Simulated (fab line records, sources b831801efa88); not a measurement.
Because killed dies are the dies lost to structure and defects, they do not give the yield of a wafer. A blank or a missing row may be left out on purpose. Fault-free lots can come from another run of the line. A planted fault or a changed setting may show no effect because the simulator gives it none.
fab line records / flow sky130
record lots=6 wafers=18 lastDay=50
route steps=708 shown LDD_HVP@285 LDD_LDN@289 PAD_OPEN@708
lots untouched by any fault: they come from a run of this same line in which no faults occurred
startH: hours from the record's first day to the start of the lot's first wafer shown / waitH: hours elapsed since this lot's preceding step / " repeats the value in the row above / L1.1+2: a single row standing in for several wafers / - either no value or no given start / * or withheld: withheld / < > ~ a bound
route shown NAME@n: a module of which the file shows steps, and the number in the route of the first / usual: average and standard deviation across the fault-free wafers / same: alike in all rows / chamber/n: place in a boat / sites: per-site readings / _std_site: how widely they spread, as a standard deviation / _edge_site: inner sites' mean taken away from outer sites' mean / radiusMm: how far each site lies from the wafer's centre / mask NAME#n: copy n / behind: tool/chamber where the wafer was last shaped / hold: why the lot was held/for how many hours/how that ended / device: transistor that didn't switch, given as n, p or np / end of line: tests of these same wafers at the route's end / a step without rows: its recipe alone / killed: the dies lost at the first sort to structure and to defects; this is not the yield of the wafer / map: dies across one wafer; x = killed, . = not, _ = none there
set.NAME: the setting as run; set.NAME@STEP: as run at that earlier step / model.NAME: the simulator's own value behind a step, which no gauge read
lots at some steps of the route; a table a step, a row a wafer
services: from which hour (startH, from the record's first day; less than 0 if before it) a tool's chamber was out of use, for how many hours, and why
## steps
# step SKY_LDD_HVP_OVL_MEAS_07
# usual LDD_HVP_OVL=-0.6/1.3
lot.wafer=L495.1 tool=overlay-01 chamber=- startH=523.74 waitH=0.1 LDD_HVP_OVL[nm]=1.3
lot.wafer=L495.4 tool=overlay-01 chamber=- startH=523.74 waitH=0.1 LDD_HVP_OVL[nm]=-0.9
lot.wafer=L495.6 tool=overlay-01 chamber=- startH=523.74 waitH=0.1 LDD_HVP_OVL[nm]=0.6
lot.wafer=L497.1 tool=overlay-01 chamber=- startH=546.44 waitH=0.1 LDD_HVP_OVL[nm]=-3.3
lot.wafer=L497.5 tool=overlay-01 chamber=- startH=546.44 waitH=0.1 LDD_HVP_OVL[nm]=-0.9
lot.wafer=L497.6 tool=overlay-01 chamber=- startH=546.44 waitH=0.1 LDD_HVP_OVL[nm]=-0.9
lot.wafer=L503.2 tool=overlay-02 chamber=- startH=589.93 waitH=0.1 LDD_HVP_OVL[nm]=0.5
lot.wafer=L503.3 tool=overlay-02 chamber=- startH=589.93 waitH=0.1 LDD_HVP_OVL[nm]=-0.8
lot.wafer=L503.5 tool=overlay-02 chamber=- startH=589.93 waitH=0.1 LDD_HVP_OVL[nm]=0.9
lot.wafer=L504.2 tool=overlay-02 chamber=- startH=600.43 waitH=0.1 LDD_HVP_OVL[nm]=0.7
lot.wafer=L504.4 tool=overlay-02 chamber=- startH=600.43 waitH=0.1 LDD_HVP_OVL[nm]=-0.8
lot.wafer=L504.6 tool=overlay-02 chamber=- startH=600.43 waitH=0.1 LDD_HVP_OVL[nm]=0.9
lot.wafer=L510.3 tool=overlay-02 chamber=- startH=639.59 waitH=0.1 LDD_HVP_OVL[nm]=-0.5
lot.wafer=L510.5 tool=overlay-02 chamber=- startH=639.59 waitH=0.1 LDD_HVP_OVL[nm]=-0.2
lot.wafer=L510.6 tool=overlay-02 chamber=- startH=639.59 waitH=0.1 LDD_HVP_OVL[nm]=0.2
lot.wafer=L515.1 tool=overlay-01 chamber=- startH=684.83 waitH=0.1 LDD_HVP_OVL[nm]=-1.3
lot.wafer=L515.2 tool=overlay-01 chamber=- startH=684.83 waitH=0.1 LDD_HVP_OVL[nm]=-0.6
lot.wafer=L515.3 tool=overlay-01 chamber=- startH=684.83 waitH=0.1 LDD_HVP_OVL[nm]=0.3
# step SKY_LDD_HVP_IMPLANT_08
# recipe species=B energyKev=20 doseCm2=1.7e+13 tiltDeg=17.9
# step SKY_LDD_HVP_STRIP_09
# recipe chemistry=O2/N2 powerW=1400 pressureMtorr=1500 platenTempC=withheld o2FlowSccm=3000 n2FlowSccm=300 overashFraction=0.5
# usual drypumpMotorCurrentA=5.8/0.45 oesProductAu=0.408/0.0044 stripTimeToEndpointS=4.133/0.015
lot.wafer=L495.1 tool=plasmaAsher-02 chamber=0 startH=523.93 waitH=0.1 drypumpMotorCurrentA=6.3 oesProductAu=0.411 rfHoursCounterH=10 stripTimeToEndpointS=4.120
lot.wafer=L495.4 tool=plasmaAsher-02 chamber=0 startH=523.93 waitH=0.1 drypumpMotorCurrentA=6.4 oesProductAu=0.408 rfHoursCounterH=- stripTimeToEndpointS=4.140
lot.wafer=L495.6 tool=plasmaAsher-02 chamber=1 startH=523.93 waitH=0.1 drypumpMotorCurrentA=5.2 oesProductAu=0.407 rfHoursCounterH=- stripTimeToEndpointS=4.108
lot.wafer=L497.1 tool=plasmaAsher-02 chamber=0 startH=546.63 waitH=0.1 drypumpMotorCurrentA=6.4 oesProductAu=0.411 rfHoursCounterH=12 stripTimeToEndpointS=4.140
lot.wafer=L497.5 tool=plasmaAsher-02 chamber=1 startH=546.63 waitH=0.1 drypumpMotorCurrentA=5.2 oesProductAu=0.403 rfHoursCounterH=- stripTimeToEndpointS=4.130
lot.wafer=L497.6 tool=plasmaAsher-02 chamber=0 startH=546.63 waitH=0.1 drypumpMotorCurrentA=6.4 oesProductAu=0.400 rfHoursCounterH=- stripTimeToEndpointS=4.123
lot.wafer=L503.2 tool=plasmaAsher-01 chamber=1 startH=590.11 waitH=0.1 drypumpMotorCurrentA=5.7 oesProductAu=0.408 rfHoursCounterH=47 stripTimeToEndpointS=4.131
lot.wafer=L503.3 tool=plasmaAsher-01 chamber=0 startH=590.11 waitH=0.1 drypumpMotorCurrentA=5.8 oesProductAu=0.411 rfHoursCounterH=- stripTimeToEndpointS=4.137
lot.wafer=L503.5 tool=plasmaAsher-01 chamber=0 startH=590.11 waitH=0.1 drypumpMotorCurrentA=5.8 oesProductAu=0.402 rfHoursCounterH=- stripTimeToEndpointS=4.125
lot.wafer=L504.2 tool=plasmaAsher-02 chamber=0 startH=600.61 waitH=0.1 drypumpMotorCurrentA=6.4 oesProductAu=0.409 rfHoursCounterH=18 stripTimeToEndpointS=4.128
lot.wafer=L504.4 tool=plasmaAsher-02 chamber=0 startH=600.61 waitH=0.1 drypumpMotorCurrentA=6.3 oesProductAu=0.409 rfHoursCounterH=- stripTimeToEndpointS=4.139
lot.wafer=L504.6 tool=plasmaAsher-02 chamber=0 startH=600.61 waitH=0.1 drypumpMotorCurrentA=6.3 oesProductAu=0.405 rfHoursCounterH=- stripTimeToEndpointS=4.140
lot.wafer=L510.3 tool=plasmaAsher-01 chamber=0 startH=639.80 waitH=0.1 drypumpMotorCurrentA=5.8 oesProductAu=0.411 rfHoursCounterH=- stripTimeToEndpointS=4.128
lot.wafer=L510.5 tool=plasmaAsher-01 chamber=0 startH=639.80 waitH=0.1 drypumpMotorCurrentA=5.7 oesProductAu=0.399 rfHoursCounterH=- stripTimeToEndpointS=4.135
lot.wafer=L510.6 tool=plasmaAsher-01 chamber=1 startH=639.80 waitH=0.1 drypumpMotorCurrentA=5.7 oesProductAu=0.411 rfHoursCounterH=- stripTimeToEndpointS=4.156
lot.wafer=L515.1 tool=plasmaAsher-01 chamber=0 startH=685.01 waitH=0.1 drypumpMotorCurrentA=5.8 oesProductAu=0.413 rfHoursCounterH=57 stripTimeToEndpointS=4.125
lot.wafer=L515.2 tool=plasmaAsher-01 chamber=1 startH=685.01 waitH=0.1 drypumpMotorCurrentA=5.7 oesProductAu=0.410 rfHoursCounterH=57 stripTimeToEndpointS=4.118
lot.wafer=L515.3 tool=plasmaAsher-01 chamber=0 startH=685.01 waitH=0.1 drypumpMotorCurrentA=5.8 oesProductAu=0.403 rfHoursCounterH=- stripTimeToEndpointS=4.135
# step SKY_LDD_HVP_TW_MEAS_10
# usual LDD_HVP_TW=458/4.4
lot.wafer=L495.1 tool=filmMetro-02 chamber=- startH=524.03 waitH=0.1 LDD_HVP_TW=451
lot.wafer=L495.4 tool=filmMetro-02 chamber=- startH=524.03 waitH=0.1 LDD_HVP_TW=452
lot.wafer=L495.6 tool=filmMetro-02 chamber=- startH=524.03 waitH=0.1 LDD_HVP_TW=453
lot.wafer=L497.1 tool=filmMetro-01 chamber=- startH=546.73 waitH=0.1 LDD_HVP_TW=460
lot.wafer=L497.5 tool=filmMetro-01 chamber=- startH=546.73 waitH=0.1 LDD_HVP_TW=460
lot.wafer=L497.6 tool=filmMetro-01 chamber=- startH=546.73 waitH=0.1 LDD_HVP_TW=458
lot.wafer=L503.2 tool=filmMetro-02 chamber=- startH=590.22 waitH=0.1 LDD_HVP_TW=453
lot.wafer=L503.3 tool=filmMetro-02 chamber=- startH=590.22 waitH=0.1 LDD_HVP_TW=450
lot.wafer=L503.5 tool=filmMetro-02 chamber=- startH=590.22 waitH=0.1 LDD_HVP_TW=450
lot.wafer=L504.2 tool=filmMetro-04 chamber=- startH=600.72 waitH=0.1 LDD_HVP_TW=461
lot.wafer=L504.4 tool=filmMetro-04 chamber=- startH=600.72 waitH=0.1 LDD_HVP_TW=461
lot.wafer=L504.6 tool=filmMetro-04 chamber=- startH=600.72 waitH=0.1 LDD_HVP_TW=461
lot.wafer=L510.3 tool=filmMetro-02 chamber=- startH=639.88 waitH=0.1 LDD_HVP_TW=453
lot.wafer=L510.5 tool=filmMetro-02 chamber=- startH=639.88 waitH=0.1 LDD_HVP_TW=453
lot.wafer=L510.6 tool=filmMetro-02 chamber=- startH=639.88 waitH=0.1 LDD_HVP_TW=453
lot.wafer=L515.1 tool=filmMetro-01 chamber=- startH=685.11 waitH=0.1 LDD_HVP_TW=460
lot.wafer=L515.2 tool=filmMetro-01 chamber=- startH=685.11 waitH=0.1 LDD_HVP_TW=458
lot.wafer=L515.3 tool=filmMetro-01 chamber=- startH=685.11 waitH=0.1 LDD_HVP_TW=458
# step SKY_LDD_LDN_DEHYDRATE_00
# recipe tempC=200 timeS=60
# step SKY_LDD_LDN_HMDS_01
# recipe primeTimeS=60 primeTempC=120
# step SKY_LDD_LDN_COAT_02
# recipe resist=NOVOLAK spinRpm=3000 resistThkNm=1140
# step SKY_LDD_LDN_SOFTBAKE_03
# recipe tempC=90 timeS=60 resist=NOVOLAK
# step SKY_LDD_LDN_EXPOSE_04
# recipe maskId=LDNTM na=0.6 sourceShape=conventional sigmaOuter=0.6 polarization=unpolarized targetCdNm=700 doseMj=140
# step SKY_LDD_LDN_PEB_05
# recipe tempC=withheld timeS=* resist=NOVOLAK
# step SKY_LDD_LDN_DEVELOP_06
# recipe resist=NOVOLAK developer=TMAH developTimeS=60 devTempC=23
# step SKY_LDD_LDN_OVL_MEAS_07
# usual LDD_LDN_OVL=-0.9/1.3
lot.wafer=L495.1 tool=overlay-02 chamber=- startH=553.63 waitH=0.1 LDD_LDN_OVL[nm]=-1.1
lot.wafer=L495.4 tool=overlay-02 chamber=- startH=553.63 waitH=0.1 LDD_LDN_OVL[nm]=-2.8
lot.wafer=L495.6 tool=overlay-02 chamber=- startH=553.63 waitH=0.1 LDD_LDN_OVL[nm]=-1.9
lot.wafer=L497.1 tool=overlay-02 chamber=- startH=576.66 waitH=0.1 LDD_LDN_OVL[nm]=-1.0
lot.wafer=L497.5 tool=overlay-02 chamber=- startH=576.66 waitH=0.1 LDD_LDN_OVL[nm]=0.0
lot.wafer=L497.6 tool=overlay-02 chamber=- startH=576.66 waitH=0.1 LDD_LDN_OVL[nm]=0.0
lot.wafer=L503.2 tool=overlay-02 chamber=- startH=619.35 waitH=0.1 LDD_LDN_OVL[nm]=-0.8
lot.wafer=L503.3 tool=overlay-02 chamber=- startH=619.35 waitH=0.1 LDD_LDN_OVL[nm]=0.3
lot.wafer=L503.5 tool=overlay-02 chamber=- startH=619.35 waitH=0.1 LDD_LDN_OVL[nm]=1.1
lot.wafer=L504.2 tool=overlay-02 chamber=- startH=629.63 waitH=0.1 LDD_LDN_OVL[nm]=-0.9
lot.wafer=L504.4 tool=overlay-02 chamber=- startH=629.63 waitH=0.1 LDD_LDN_OVL[nm]=-1.0
lot.wafer=L504.6 tool=overlay-02 chamber=- startH=629.63 waitH=0.1 LDD_LDN_OVL[nm]=-1.2
lot.wafer=L510.3 tool=overlay-01 chamber=- startH=668.16 waitH=0.1 LDD_LDN_OVL[nm]=-0.7
lot.wafer=L510.5 tool=overlay-01 chamber=- startH=668.16 waitH=0.1 LDD_LDN_OVL[nm]=-0.4
lot.wafer=L510.6 tool=overlay-01 chamber=- startH=668.16 waitH=0.1 LDD_LDN_OVL[nm]=-1.2
lot.wafer=L515.1 tool=overlay-02 chamber=- startH=712.68 waitH=0.1 LDD_LDN_OVL[nm]=-1.7
lot.wafer=L515.2 tool=overlay-02 chamber=- startH=712.68 waitH=0.1 LDD_LDN_OVL[nm]=-0.9
lot.wafer=L515.3 tool=overlay-02 chamber=- startH=712.68 waitH=0.1 LDD_LDN_OVL[nm]=-1.0
# step SKY_LDD_LDN_IMPLANT_08
# recipe species=As energyKev=15 doseCm2=1.25e+13 tiltDeg=withheld rotationDeg=23
# usual beamEnergyKeV=14.999/0.0039 endStationPressureTorr=5.1e-06/2.7e-07
lot.wafer=L495.1 tool=implanter-04 chamber=0 startH=553.66 waitH=0.0 beamEnergyKeV=15.001 endStationPressureTorr=4.71e-06 model.implant.rpNm=12.75 model.implant.drpNm=5.933
lot.wafer=L495.4 tool=implanter-04 chamber=0 startH=553.66 waitH=0.0 beamEnergyKeV=14.997 endStationPressureTorr=4.95e-06 model.implant.rpNm=12.75 model.implant.drpNm=5.933
lot.wafer=L495.6 tool=implanter-04 chamber=0 startH=553.66 waitH=0.0 beamEnergyKeV=15.001 endStationPressureTorr=5.04e-06 model.implant.rpNm=12.75 model.implant.drpNm=5.933
lot.wafer=L497.1 tool=implanter-02 chamber=0 startH=576.70 waitH=0.0 beamEnergyKeV=14.998 endStationPressureTorr=5.07e-06 model.implant.rpNm=12.66 model.implant.drpNm=5.933
lot.wafer=L497.5 tool=implanter-02 chamber=0 startH=576.70 waitH=0.0 beamEnergyKeV=14.996 endStationPressureTorr=5.19e-06 model.implant.rpNm=12.66 model.implant.drpNm=5.933
lot.wafer=L497.6 tool=implanter-02 chamber=0 startH=576.70 waitH=0.0 beamEnergyKeV=15.001 endStationPressureTorr=4.74e-06 model.implant.rpNm=12.66 model.implant.drpNm=5.933
lot.wafer=L503.2 tool=implanter-04 chamber=0 startH=619.41 waitH=0.0 beamEnergyKeV=18.255 endStationPressureTorr=4.82e-06 model.implant.rpNm=14.51 model.implant.drpNm=6.774
lot.wafer=L503.3 tool=implanter-04 chamber=0 startH=619.41 waitH=0.0 beamEnergyKeV=18.255 endStationPressureTorr=5.53e-06 model.implant.rpNm=14.51 model.implant.drpNm=6.774
lot.wafer=L503.5 tool=implanter-04 chamber=0 startH=619.41 waitH=0.0 beamEnergyKeV=18.254 endStationPressureTorr=4.99e-06 model.implant.rpNm=14.51 model.implant.drpNm=6.774
lot.wafer=L504.2 tool=implanter-04 chamber=0 startH=629.69 waitH=0.0 beamEnergyKeV=18.260 endStationPressureTorr=5.14e-06 model.implant.rpNm=14.84 model.implant.drpNm=6.774
lot.wafer=L504.4 tool=implanter-04 chamber=0 startH=629.69 waitH=0.0 beamEnergyKeV=18.256 endStationPressureTorr=4.97e-06 model.implant.rpNm=14.84 model.implant.drpNm=6.774
lot.wafer=L504.6 tool=implanter-04 chamber=0 startH=629.69 waitH=0.0 beamEnergyKeV=18.259 endStationPressureTorr=5.45e-06 model.implant.rpNm=14.84 model.implant.drpNm=6.774
lot.wafer=L510.3 tool=implanter-02 chamber=0 startH=668.23 waitH=0.1 beamEnergyKeV=15.007 endStationPressureTorr=5.3e-06 model.implant.rpNm=12.65 model.implant.drpNm=5.933
lot.wafer=L510.5 tool=implanter-02 chamber=0 startH=668.23 waitH=0.1 beamEnergyKeV=15.003 endStationPressureTorr=5.13e-06 model.implant.rpNm=12.65 model.implant.drpNm=5.933
lot.wafer=L510.6 tool=implanter-02 chamber=0 startH=668.23 waitH=0.1 beamEnergyKeV=15.003 endStationPressureTorr=4.67e-06 model.implant.rpNm=12.65 model.implant.drpNm=5.933
lot.wafer=L515.1 tool=implanter-02 chamber=0 startH=712.71 waitH=0.0 beamEnergyKeV=14.995 endStationPressureTorr=5.08e-06 model.implant.rpNm=12.61 model.implant.drpNm=5.933
lot.wafer=L515.2 tool=implanter-02 chamber=0 startH=712.71 waitH=0.0 beamEnergyKeV=14.999 endStationPressureTorr=5.27e-06 model.implant.rpNm=12.61 model.implant.drpNm=5.933
lot.wafer=L515.3 tool=implanter-02 chamber=0 startH=712.71 waitH=0.0 beamEnergyKeV=15.001 endStationPressureTorr=5.27e-06 model.implant.rpNm=12.61 model.implant.drpNm=5.933
# step SKY_LDD_LDN_IMPLANT_09
# recipe species=As energyKev=15 doseCm2=1.25e+13 tiltDeg=withheld rotationDeg=113
# step SKY_PAD_OPEN_PROBE_99
# usual killed_at_M0_to_M3=43/7.1 killed_at_M4_up=3.3/2 killedAtContacts=24/5.1 killedAtFrontEnd=15/4.6 killedAtOther=0.3/0.6 killedDies=86/9.6 killedOpen=46/7.3 killedShort=39/6.7
# same grossDies=492 killedAtBackSide=0
lot.wafer=L495.1 tool=prober-02 chamber=- startH=1097.36 waitH=0.1 killed_at_M0_to_M3=43 killed_at_M4_up=6 killedAtContacts=25 killedAtFrontEnd=23 killedAtOther=2 killedDies=99 killedOpen=53 killedShort=45 model.etest.tipSonos.rsOhmSq=2704
lot.wafer=L495.4 tool=prober-02 chamber=- startH=1097.51 waitH=0.2 killed_at_M0_to_M3=52 killed_at_M4_up=4 killedAtContacts=33 killedAtFrontEnd=10 killedAtOther=1 killedDies=100 killedOpen=55 killedShort=45 model.etest.tipSonos.rsOhmSq=2711
lot.wafer=L495.6 tool=prober-02 chamber=- startH=1097.61 waitH=0.2 killed_at_M0_to_M3=37 killed_at_M4_up=4 killedAtContacts=26 killedAtFrontEnd=10 killedAtOther=1 killedDies=78 killedOpen=47 killedShort=31 model.etest.tipSonos.rsOhmSq=2693
lot.wafer=L497.1 tool=prober-01 chamber=- startH=1110.73 waitH=0.1 killed_at_M0_to_M3=46 killed_at_M4_up=2 killedAtContacts=23 killedAtFrontEnd=20 killedAtOther=0 killedDies=91 killedOpen=55 killedShort=35 model.etest.tipSonos.rsOhmSq=2629
lot.wafer=L497.5 tool=prober-01 chamber=- startH=1110.93 waitH=0.2 killed_at_M0_to_M3=50 killed_at_M4_up=5 killedAtContacts=27 killedAtFrontEnd=15 killedAtOther=1 killedDies=98 killedOpen=42 killedShort=56 model.etest.tipSonos.rsOhmSq=2604
lot.wafer=L497.6 tool=prober-01 chamber=- startH=1110.98 waitH=0.2 killed_at_M0_to_M3=50 killed_at_M4_up=1 killedAtContacts=22 killedAtFrontEnd=14 killedAtOther=0 killedDies=87 killedOpen=44 killedShort=43 model.etest.tipSonos.rsOhmSq=2614
lot.wafer=L503.2 tool=prober-01 chamber=- startH=1142.70 waitH=0.1 killed_at_M0_to_M3=48 killed_at_M4_up=4 killedAtContacts=22 killedAtFrontEnd=16 killedAtOther=1 killedDies=91 killedOpen=56 killedShort=34 model.etest.tipSonos.rsOhmSq=2489
lot.wafer=L503.3 tool=prober-01 chamber=- startH=1142.75 waitH=0.2 killed_at_M0_to_M3=44 killed_at_M4_up=3 killedAtContacts=16 killedAtFrontEnd=13 killedAtOther=2 killedDies=78 killedOpen=30 killedShort=47 model.etest.tipSonos.rsOhmSq=2484
lot.wafer=L503.5 tool=prober-01 chamber=- startH=1142.85 waitH=0.2 killed_at_M0_to_M3=42 killed_at_M4_up=9 killedAtContacts=18 killedAtFrontEnd=19 killedAtOther=0 killedDies=88 killedOpen=50 killedShort=38 model.etest.tipSonos.rsOhmSq=2504
lot.wafer=L504.2 tool=prober-02 chamber=- startH=1146.15 waitH=0.1 killed_at_M0_to_M3=44 killed_at_M4_up=5 killedAtContacts=29 killedAtFrontEnd=18 killedAtOther=0 killedDies=96 killedOpen=46 killedShort=48 model.etest.tipSonos.rsOhmSq=2515
lot.wafer=L504.4 tool=prober-02 chamber=- startH=1146.25 waitH=0.2 killed_at_M0_to_M3=34 killed_at_M4_up=1 killedAtContacts=26 killedAtFrontEnd=20 killedAtOther=0 killedDies=81 killedOpen=39 killedShort=42 model.etest.tipSonos.rsOhmSq=2509
lot.wafer=L504.6 tool=prober-02 chamber=- startH=1146.35 waitH=0.2 killed_at_M0_to_M3=50 killed_at_M4_up=0 killedAtContacts=27 killedAtFrontEnd=18 killedAtOther=1 killedDies=96 killedOpen=49 killedShort=44 model.etest.tipSonos.rsOhmSq=2478
lot.wafer=L510.3 tool=prober-02 chamber=- startH=1174.48 waitH=0.2 killed_at_M0_to_M3=42 killed_at_M4_up=1 killedAtContacts=16 killedAtFrontEnd=18 killedAtOther=1 killedDies=78 killedOpen=45 killedShort=31 model.etest.tipSonos.rsOhmSq=2662
lot.wafer=L510.5 tool=prober-02 chamber=- startH=1174.58 waitH=0.2 killed_at_M0_to_M3=39 killed_at_M4_up=9 killedAtContacts=17 killedAtFrontEnd=19 killedAtOther=0 killedDies=84 killedOpen=43 killedShort=41 model.etest.tipSonos.rsOhmSq=2634
lot.wafer=L510.6 tool=prober-02 chamber=- startH=1174.63 waitH=0.2 killed_at_M0_to_M3=46 killed_at_M4_up=1 killedAtContacts=32 killedAtFrontEnd=10 killedAtOther=0 killedDies=89 killedOpen=54 killedShort=35 model.etest.tipSonos.rsOhmSq=2681
lot.wafer=L515.1 tool=prober-01 chamber=- startH=1197.63 waitH=0.1 killed_at_M0_to_M3=42 killed_at_M4_up=3 killedAtContacts=28 killedAtFrontEnd=15 killedAtOther=1 killedDies=89 killedOpen=45 killedShort=44 model.etest.tipSonos.rsOhmSq=2671
lot.wafer=L515.2 tool=prober-01 chamber=- startH=1197.68 waitH=0.1 killed_at_M0_to_M3=32 killed_at_M4_up=1 killedAtContacts=20 killedAtFrontEnd=13 killedAtOther=0 killedDies=66 killedOpen=39 killedShort=27 model.etest.tipSonos.rsOhmSq=2599
lot.wafer=L515.3 tool=prober-01 chamber=- startH=1197.73 waitH=0.2 killed_at_M0_to_M3=44 killed_at_M4_up=3 killedAtContacts=32 killedAtFrontEnd=26 killedAtOther=0 killedDies=105 killedOpen=53 killedShort=52 model.etest.tipSonos.rsOhmSq=2648
# killed by level:class
L495.1 CONTACT:geometricParticle:open=14 VIA1:geometricParticle:open=6 VIA2:geometricParticle:short=6 VIA3:geometricParticle:open=6 FIELD_ISO:geometricParticle:short=5 METAL1:geometricParticle:short=5 LI_CONTACT:geometricParticle:open=5 POLY_GATE:geometricParticle:open=4
L495.4 CONTACT:geometricParticle:open=13 VIA1:geometricParticle:open=12 VIA3:geometricParticle:open=9 VIA2:geometricParticle:open=7 LI_CONTACT:geometricParticle:open=6 VIA2:geometricParticle:short=6 VIA3:geometricParticle:short=6 CONTACT:geometricParticle:short=5
L495.6 VIA1:geometricParticle:open=12 CONTACT:geometricParticle:open=11 VIA2:geometricParticle:open=6 VIA3:geometricParticle:open=6 LI_CONTACT:geometricParticle:open=5 LOCAL_INTERCONNECT:geometricParticle:short=5 METAL1:geometricParticle:short=5 CONTACT:geometricParticle:short=4
L497.1 VIA1:geometricParticle:open=15 CONTACT:geometricParticle:open=8 POLY_GATE:geometricParticle:open=7 VIA2:geometricParticle:open=6 VIA1:geometricParticle:short=5 METAL2:geometricParticle:short=5 FIELD_ISO:geometricParticle:short=4 LI_CONTACT:geometricParticle:open=4
L497.5 LI_CONTACT:geometricParticle:open=9 METAL1:geometricParticle:short=9 METAL2:geometricParticle:short=7 VIA1:geometricParticle:short=6 LOCAL_INTERCONNECT:geometricParticle:short=6 VIA1:geometricParticle:open=6 VIA2:geometricParticle:short=6 CONTACT:geometricParticle:open=5
L497.6 LI_CONTACT:geometricParticle:open=9 VIA1:geometricParticle:open=8 VIA3:geometricParticle:open=7 METAL1:geometricParticle:short=6 METAL2:geometricParticle:short=6 VIA2:geometricParticle:short=6 POLY_GATE:geometricParticle:open=5 CONTACT:geometricParticle:short=4
L503.2 VIA1:geometricParticle:open=12 LI_CONTACT:geometricParticle:open=9 VIA2:geometricParticle:open=9 VIA3:geometricParticle:open=7 POLY_GATE:geometricParticle:open=6 CONTACT:geometricParticle:open=5 VIA2:geometricParticle:short=5 VIA3:geometricParticle:short=5
L503.3 VIA1:geometricParticle:open=10 VIA1:geometricParticle:short=10 METAL2:geometricParticle:short=9 LOCAL_INTERCONNECT:geometricParticle:short=7 POLY_GATE:geometricParticle:short=4 VIA3:geometricParticle:open=4 POLY_GATE:geometricParticle:open=3 VIA2:geometricParticle:open=3
L503.5 CONTACT:geometricParticle:open=11 VIA1:geometricParticle:open=11 METAL1:geometricParticle:open=6 POLY_GATE:geometricParticle:open=6 METAL2:geometricParticle:short=6 METAL4:geometricParticle:short=6 VIA1:geometricParticle:short=5 VIA3:geometricParticle:open=4
L504.2 VIA3:geometricParticle:open=10 CONTACT:geometricParticle:open=9 METAL1:geometricParticle:short=8 LI_CONTACT:geometricParticle:open=7 VIA1:geometricParticle:open=6 VIA3:geometricParticle:short=6 LI_CONTACT:geometricParticle:short=5 FIELD_ISO:geometricParticle:open=4
L504.4 LI_CONTACT:geometricParticle:open=7 CONTACT:geometricParticle:open=7 FIELD_ISO:geometricParticle:short=6 METAL2:geometricParticle:short=6 CONTACT:geometricParticle:short=6 VIA2:geometricParticle:open=6 FIELD_ISO:geometricParticle:open=5 POLY_GATE:geometricParticle:short=5
L504.6 METAL1:geometricParticle:short=10 CONTACT:geometricParticle:open=10 VIA2:geometricParticle:open=8 POLY_GATE:geometricParticle:open=6 CONTACT:geometricParticle:short=6 VIA1:geometricParticle:open=6 VIA3:geometricParticle:open=6 LI_CONTACT:geometricParticle:open=5
L510.3 VIA1:geometricParticle:open=7 VIA2:geometricParticle:open=7 FIELD_ISO:geometricParticle:open=6 METAL1:geometricParticle:short=6 VIA3:geometricParticle:open=6 CONTACT:geometricParticle:open=5 METAL2:geometricParticle:short=5 LI_CONTACT:geometricParticle:short=4
L510.5 VIA1:geometricParticle:open=8 METAL4:geometricParticle:short=6 CONTACT:geometricParticle:open=6 VIA3:geometricParticle:open=6 VIA2:geometricParticle:open=5 METAL2:geometricParticle:short=4 SPACER:geometricParticle:open=4 SPACER:geometricParticle:short=4
L510.6 CONTACT:geometricParticle:open=13 VIA1:geometricParticle:open=9 VIA2:geometricParticle:open=8 LI_CONTACT:geometricParticle:open=7 VIA3:geometricParticle:open=6 METAL1:geometricParticle:short=5 VIA1:geometricParticle:short=5 CONTACT:geometricParticle:short=4
L515.1 CONTACT:geometricParticle:open=12 VIA1:geometricParticle:open=7 VIA3:geometricParticle:open=7 VIA1:geometricParticle:short=6 LI_CONTACT:geometricParticle:open=6 METAL2:geometricParticle:short=6 FIELD_ISO:geometricParticle:short=4 VIA3:geometricParticle:short=4
L515.2 CONTACT:geometricParticle:open=9 LI_CONTACT:geometricParticle:open=6 VIA2:geometricParticle:open=6 VIA1:geometricParticle:open=5 FIELD_ISO:geometricParticle:open=4 METAL1:geometricParticle:short=4 METAL2:geometricParticle:short=4 FIELD_ISO:geometricParticle:short=3
L515.3 CONTACT:geometricParticle:open=13 VIA1:geometricParticle:open=9 POLY_GATE:geometricParticle:short=8 LI_CONTACT:geometricParticle:open=8 POLY_GATE:geometricParticle:open=6 VIA2:geometricParticle:open=6 FIELD_ISO:geometricParticle:short=5 METAL1:geometricParticle:short=5
## services
tool=implanter-04 chamber=- startH=500.14 hours=1.8 kind=repair
tool=plasmaAsher-02 chamber=- startH=537.13 hours=1.7 kind=repair
tool=implanter-04 chamber=- startH=549.53 hours=1.7 kind=repair
tool=implanter-04 chamber=- startH=569.86 hours=4.4 kind=pm
tool=implanter-04 chamber=- startH=625.06 hours=4.4 kind=pm
tool=implanter-02 chamber=- startH=659.60 hours=0.7 kind=repair
tool=plasmaAsher-02 chamber=- startH=675.09 hours=2.7 kind=repair
tool=implanter-04 chamber=- startH=675.37 hours=5.3 kind=repair
tool=implanter-02 chamber=- startH=695.88 hours=3.1 kind=pm
## key
firstSign step=SKY_LDD_LDN_IMPLANT_08 reading=beamEnergyKeV direction=up sigmas=99+ usual=* struck=*
effect none on later readings
modelEffect step=SKY_LDD_LDN_IMPLANT_08 value=implant.rpNm without=12.77 struck=14.68
modelEffect step=SKY_PAD_OPEN_PROBE_99 value=etest.tipSonos.rsOhmSq without=2640 struck=2497
metAt SKY_LDD_LDN_IMPLANT_08
struckWafers L503.2,L503.3,L503.5,L504.2,L504.4,L504.6
testerLeftOut L503,L504
onsetBetween 553.66 619.41
fault kind=processParameterDrift tool=implanter-04 chamber=- onsetH=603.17 steps=SKY_LDD_LDN_IMPLANT_08 channel=energyKev offset=* shape=step endH=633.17 actsIn=* stated=*
# testerLeftOut: of these lots the tester's yield and bins aren't shown, on N5 and GAA mostly nor the transistor test; their killed dies are dies lost to structure and defects alone, not to doping, threshold or leakage, so they don't give the yield
